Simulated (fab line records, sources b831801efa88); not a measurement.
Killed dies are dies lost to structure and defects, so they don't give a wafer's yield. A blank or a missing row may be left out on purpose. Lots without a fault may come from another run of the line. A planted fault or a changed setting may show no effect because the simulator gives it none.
Problem report in the 8D (eight disciplines) form, filled by code | flow sfq_line | the parts of the form that need people (team, actions taken, sign-off) are left out

1. THE PROBLEM
run_length_s at SFQ_TRILAYER_I2_DEP_PECVD_063 reads a mean of 124.3 s on 2 wafers of 2 lots; wafers without a fault read 139.0 s with a standard deviation of 0.34. That is -43 standard deviations from the usual mean.
The step: deposits SiO2 from SiH4/N2O, time 111.11 s, target thk 500 nm.
First seen on wafer L567.6, day 24 20:19, on pecvd-01. The record holds 42 wafers of 14 lots with a number at this step. Rule for "out", or "out of limits": more than 4 standard deviations from the usual mean. The other wafers with a number count as sound.

2. WHAT IT IS AND WHAT IT IS NOT
question                    | is                | is not
which readings at this step | run_length_s      | heater_power_outer_w, heater_power_w, throttle_valve_pct
which lots                  | L567, L568        | L557, L558, L560, L561, L572, L574, L575, L576, L577, L578, L579, L580
which wafers of those lots  | L567.6, L568.5    | L567.3, L567.4, L568.1, L568.3
read on which tools         | pecvd-01          | pecvd-02, pecvd-04
when                        | from day 24 20:19 | up to then (14 sound wafers); but 26 sound wafers of L568, L572, L574, L575, L576, L577, L578, L579, L580 came after

3. SUSPECTS, AND WHAT RULES EACH OUT
Counting: a tool at a process step up to the reading stays a suspect if it ran every lot that is out. Sound lots after the first of them don't rule it out here, since some wafers of a struck lot are sound.
- pecvd-01 at SFQ_TRILAYER_I2_DEP_PECVD_063 (deposits SiO2 from SiH4/N2O, time 111.11 s, target thk 500 nm): kept. It ran every lot that is out, first L567 (day 24 20:19); its last sound lot up to then is L557 (day 20 13:03). Its own readings are out on those wafers: run_length_s.
Left after counting: pecvd-01 at SFQ_TRILAYER_I2_DEP_PECVD_063.

4. THE CAUSE (what the simulator had put in)
Process parameter drift: pecvd-01, from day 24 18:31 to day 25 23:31, at SFQ_TRILAYER_I2_DEP_PECVD_063. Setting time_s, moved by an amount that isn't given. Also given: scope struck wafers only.
Counting left only this tool.

5. THE CHAIN OF EFFECTS, in route order
Each row: a reading whose mean over the struck wafers that have a number lies more than 3 standard deviations from the usual. Only readings for which the record gives a usual standard deviation are gone through. hours: the time from each lot's start at the first step in this table that gives one to its start at this step, as a median over the lots. sigmas: the change in usual standard deviations.
hours | step                          | reading            | usual   | on struck wafers | change | sigmas
0     | SFQ_TRILAYER_I2_DEP_PECVD_063 | run_length_s       | 139.0 s | 124.3            | -14.7  | -43
16    | SFQ_TRILAYER_I2_CMP_CMP_064   | time_to_endpoint_s | 214 s   | 172              | -42    | -4.5
The process steps in it:
- SFQ_TRILAYER_I2_DEP_PECVD_063: deposits SiO2 from SiH4/N2O, time 111.11 s, target thk 500 nm.
- SFQ_TRILAYER_I2_CMP_CMP_064: polishes SiO2.
Later measuring or inspecting steps at which every struck wafer that the step has a row for has a number for every such reading, and none has moved that far: SFQ_I2_BOW_MEAS_917.

6. WHAT WOULD HAVE CAUGHT IT SOONER
In this record the first reading out of limits was taken at day 24 20:19, 2 hours after the fault began at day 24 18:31.
